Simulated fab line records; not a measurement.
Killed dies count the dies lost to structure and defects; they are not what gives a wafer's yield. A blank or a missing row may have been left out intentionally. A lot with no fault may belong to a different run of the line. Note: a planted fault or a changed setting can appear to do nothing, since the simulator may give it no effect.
The tool behind it: which one? -- flow gf180mcu -- 18 wafers from 6 lots sampled at 2 of the route's 602 steps

## WHAT EACH GAUGE READ, for each wafer
GF_TOP_METAL_OVL_MEAS_15.
lot,measured,on,TOP_METAL_OVL (nm)
L103,day 28 11:03,overlay-01,2.6 -2.3 1.2
L106,day 29 12:41,overlay-01,1.7 0.7 1.9
L108,day 30 07:32,overlay-02,-0.5 -1.6 1.5
L115,day 31 21:11,overlay-01,-0.1 -0.6 -0.3
L117,day 32 14:39,overlay-02,0.0 -0.6 -2.0
L123,day 33 21:11,overlay-01,-0.5 -2.1 -2.6

## WHICH TOOL RAN EACH LOT (tool, then ch and the chambers of the sampled wafers, then the start)
lot,GF_V5_SPUTTER_21
L103,"pvd sputter-04, day 27 14:41"
L106,"pvd sputter-04, day 28 17:21"
L108,"pvd sputter-02, day 29 12:08"
L115,"pvd sputter-03, day 31 03:04"
L117,"pvd sputter-04, day 31 21:10"
L123,"pvd sputter-02, day 33 04:43"
- GF_V5_SPUTTER_21: material Ti, target thk 15 nm, time 80.02 s.

## THE ANSWER, worked out from the rows above alone
Rule: usual is defined by the lots themselves. The widest of any qualifying gaps counts: lots, ordered by their means at a reading, are off when they make up no more than a third of the lots, leave a main group of 4 or more, and stand apart from it by 3 or more times the standard deviation of that group's means. The tables above print the reading to a certain number of digits; a main group whose means all agree to those digits is not used. A lot without any number at a reading at which 4 lots or more have one is off too. Any other lot the step has rows for is counted as sound.
No lot is off on any of the readings shown, so nothing can be concluded from this.

## WHAT THE SIMULATOR PUT IN
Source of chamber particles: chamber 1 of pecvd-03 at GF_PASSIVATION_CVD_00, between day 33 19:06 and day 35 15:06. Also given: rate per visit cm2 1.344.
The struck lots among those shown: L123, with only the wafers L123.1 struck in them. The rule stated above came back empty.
